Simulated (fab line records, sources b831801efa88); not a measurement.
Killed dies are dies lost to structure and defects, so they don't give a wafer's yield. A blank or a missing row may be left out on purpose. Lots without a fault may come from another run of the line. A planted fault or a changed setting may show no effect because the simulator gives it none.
Which tool did it? | flow gf180mcu | 15 lots, 45 wafers sampled, at 4 steps of a route of 602

WHAT THE GAUGES READ, wafer by wafer
GF_VT_IMPLANT_RS_MEAS_46: measures by four-point-probe.
lot  | measured     | on            | MVSD_RS (ohm/sq)
L692 | day 7 15:20  | film_metro-04 | 456.3 457.4 456.8
L694 | day 8 10:16  | film_metro-01 | 458.4 457.3 458.0
L695 | day 8 21:52  | film_metro-01 | 456.8 455.7 455.1
L696 | day 9 04:49  | film_metro-01 | 456.9 457.5 456.7
L702 | day 10 14:10 | film_metro-04 | 457.3 456.8 458.5
L705 | day 11 08:41 | film_metro-01 | 455.6 456.4 456.2
L706 | day 11 17:16 | film_metro-02 | 455.9 455.2 456.2
L707 | day 12 01:10 | film_metro-04 | 455.1 456.2 456.7
L709 | day 12 12:10 | film_metro-02 | 457.8 458.8 457.9
L710 | day 12 22:22 | film_metro-02 | 456.3 455.7 455.3
L711 | day 13 02:55 | film_metro-01 | 457.1 456.9 457.0
L712 | day 13 05:50 | film_metro-01 | 455.5 453.9 456.7
L713 | day 13 14:52 | film_metro-04 | 454.7 454.5 455.1
L714 | day 13 23:55 | film_metro-01 | 456.9 455.8 455.9
L715 | day 14 02:26 | film_metro-01 | 455.9 455.8 456.7

GF_POLY_GATE_CD_MEAS_10: target cd 280 nm.
lot  | measured     | on        | cd_nm (nm)
L692 | day 9 08:35  | cd_sem-01 | 279.8 280.2 279.6
L694 | day 10 01:36 | cd_sem-02 | 282.3 282.1 282.2
L695 | day 10 15:28 | cd_sem-02 | 279.6 280.1 279.9
L696 | day 10 22:02 | cd_sem-02 | 281.3 280.8 281.2
L702 | day 12 10:20 | cd_sem-02 | 281.8 281.5 281.7
L705 | day 13 05:40 | cd_sem-01 | - - -
L706 | day 13 13:41 | cd_sem-02 | - - -
L707 | day 14 01:11 | cd_sem-02 | - - -
L709 | day 14 11:35 | cd_sem-02 | 279.3 279.4 278.8
L710 | day 15 01:19 | cd_sem-02 | 281.2 281.9 281.7
L711 | day 15 07:44 | cd_sem-02 | 279.8 280.5 281.7
L712 | day 15 09:06 | cd_sem-01 | 281.3 281.5 279.8
L713 | day 15 15:40 | cd_sem-02 | 280.4 282.0 281.2
L714 | day 16 08:38 | cd_sem-02 | 280.0 279.8 281.7
L715 | day 16 08:22 | cd_sem-02 | 279.7 278.9 279.8

WHICH TOOL RAN EACH LOT (tool, then ch and the chambers of the sampled wafers, then the start)
lot  | GF_STI_ETCH_14                  | GF_POLY_GATE_PEB_08
L692 | rie_si-01 ch 0,1,3, day 2 01:38 | litho_track-01 ch 0, day 9 08:14
L694 | rie_si-02 ch 1,2,3, day 2 13:44 | litho_track-04 ch 0, day 10 01:16
L695 | rie_si-01 ch 0,2, day 2 16:59   | litho_track-02 ch 0, day 10 15:08
L696 | rie_si-01 ch 0,2,3, day 2 21:18 | litho_track-01 ch 0, day 10 21:41
L702 | rie_si-02 ch 0,2,3, day 4 07:02 | litho_track-02 ch 0, day 12 10:01
L705 | rie_si-01 ch 2,3, day 4 21:27   | litho_track-02, day 13 05:20
L706 | rie_si-02 ch 0,1,3, day 5 02:38 | litho_track-01, day 13 13:20
L707 | rie_si-02 ch 0,3, day 5 08:23   | litho_track-04, day 14 00:50
L709 | rie_si-01 ch 1,2,3, day 5 17:44 | litho_track-01 ch 0, day 14 11:14
L710 | rie_si-02 ch 0,2,3, day 5 23:16 | litho_track-02 ch 0, day 15 01:00
L711 | rie_si-01 ch 1,2, day 6 04:08   | litho_track-02 ch 0, day 15 07:25
L712 | rie_si-02 ch 0,2,3, day 6 08:08 | litho_track-04 ch 0, day 15 08:46
L713 | rie_si-02 ch 2,3, day 6 14:09   | litho_track-04 ch 0, day 15 15:20
L714 | rie_si-02 ch 1,2,3, day 6 20:48 | litho_track-02 ch 0, day 16 08:12
L715 | rie_si-01 ch 2,3, day 7 00:41   | litho_track-04 ch 0, day 16 08:02
- GF_STI_ETCH_14: etches Si in HBr/Cl2/O2, target depth 360 nm, time 102.9 s.
- GF_POLY_GATE_PEB_08: peb time 90 s.

WHAT THE TOOLS THEMSELVES READ (means of the sampled wafers that have a number; where no wafer has one, the mark that the record gives instead)
GF_STI_ETCH_14.
lot  | tool      | O2_flow_sccm (sccm) | drypump_motor_current_A (A) | oes_product_au (a.u.) | throttle_valve_pct (%)
L692 | rie_si-01 | 6.015               | 6.2                         | 1.001                 | 25.655
L694 | rie_si-02 | 5.981               | 5.9                         | 1.006                 | 25.657
L695 | rie_si-01 | 5.984               | 5.6                         | 0.999                 | 25.655
L696 | rie_si-01 | 6.008               | 6.0                         | 1.001                 | 25.658
L702 | rie_si-02 | 6.000               | 5.9                         | 0.999                 | 25.654
L705 | rie_si-01 | 6.001               | 6.2                         | 1.004                 | 25.654
L706 | rie_si-02 | 5.988               | 5.5                         | 0.990                 | 25.665
L707 | rie_si-02 | 6.002               | 5.7                         | 1.005                 | 25.652
L709 | rie_si-01 | 5.994               | 6.1                         | 0.995                 | 25.664
L710 | rie_si-02 | 6.008               | 5.9                         | 0.995                 | 25.653
L711 | rie_si-01 | 6.016               | 6.0                         | 1.006                 | 25.653
L712 | rie_si-02 | 5.997               | 5.9                         | 1.002                 | 25.655
L713 | rie_si-02 | 5.991               | 6.3                         | 0.995                 | 25.663
L714 | rie_si-02 | 5.992               | 5.9                         | 0.996                 | 25.650
L715 | rie_si-01 | 5.997               | 6.2                         | 1.001                 | 25.663

GF_POLY_GATE_PEB_08.
lot  | tool           | chill_plate_temp_C (C) | exhaust_pa (Pa) | heater_power_total_W (W)
L692 | litho_track-01 | 23.00                  | 46.9            | 85.76
L694 | litho_track-04 | 23.09                  | 45.7            | 85.68
L695 | litho_track-02 | 23.00                  | 45.5            | 85.62
L696 | litho_track-01 | 23.01                  | 45.2            | 85.63
L702 | litho_track-02 | 23.08                  | 44.7            | 85.67
L705 | litho_track-02 | -                      | -               | -
L706 | litho_track-01 | -                      | -               | -
L707 | litho_track-04 | -                      | -               | -
L709 | litho_track-01 | 22.99                  | 44.3            | 85.77
L710 | litho_track-02 | 22.95                  | 44.1            | 85.66
L711 | litho_track-02 | 23.01                  | 45.5            | 85.67
L712 | litho_track-04 | 22.96                  | 44.2            | 85.78
L713 | litho_track-04 | 22.86                  | 45.7            | 85.72
L714 | litho_track-02 | 22.92                  | 45.0            | 85.64
L715 | litho_track-04 | 23.05                  | 45.5            | 85.74

THE ANSWER, worked out from the rows above alone
Rule: what is usual is taken from the lots themselves. Put in order of their means at a reading, lots are off if they are a third of the lots or fewer, leave a main group of 4 or more, and stand apart from it by a gap of 3 or more times the standard deviation of the main group's means; of several such gaps the widest counts. A main group whose means are all the same, to the digits that the tables above print for the reading, isn't used. A lot without any number at a reading at which 4 lots or more have one is off too. The other lots that the step has rows for count as sound. The gauges are gone through in route order, then the tools' own readings, and for those a lot's mean is taken as printed above. The first step at which some lot is off is used, and at that step the reading that is off furthest; a lot without a number counts as furthest.
Off: L705, L706, L707, at GF_POLY_GATE_CD_MEAS_10 (cd_nm). Without a number there: L705, L706, L707. The main group: mean 280.7 nm, standard deviation 0.9.
A tool fits if, at a process step before that reading, it ran every lot that is off, and no sound lot after the first of them. The gauges at GF_POLY_GATE_CD_MEAS_10 aren't tried: what is off there is off at GF_POLY_GATE_PEB_08 too, on other tools, and a gauge's error can't cause that. None of those tried fits.

WHAT THE SIMULATOR HAD PUT IN
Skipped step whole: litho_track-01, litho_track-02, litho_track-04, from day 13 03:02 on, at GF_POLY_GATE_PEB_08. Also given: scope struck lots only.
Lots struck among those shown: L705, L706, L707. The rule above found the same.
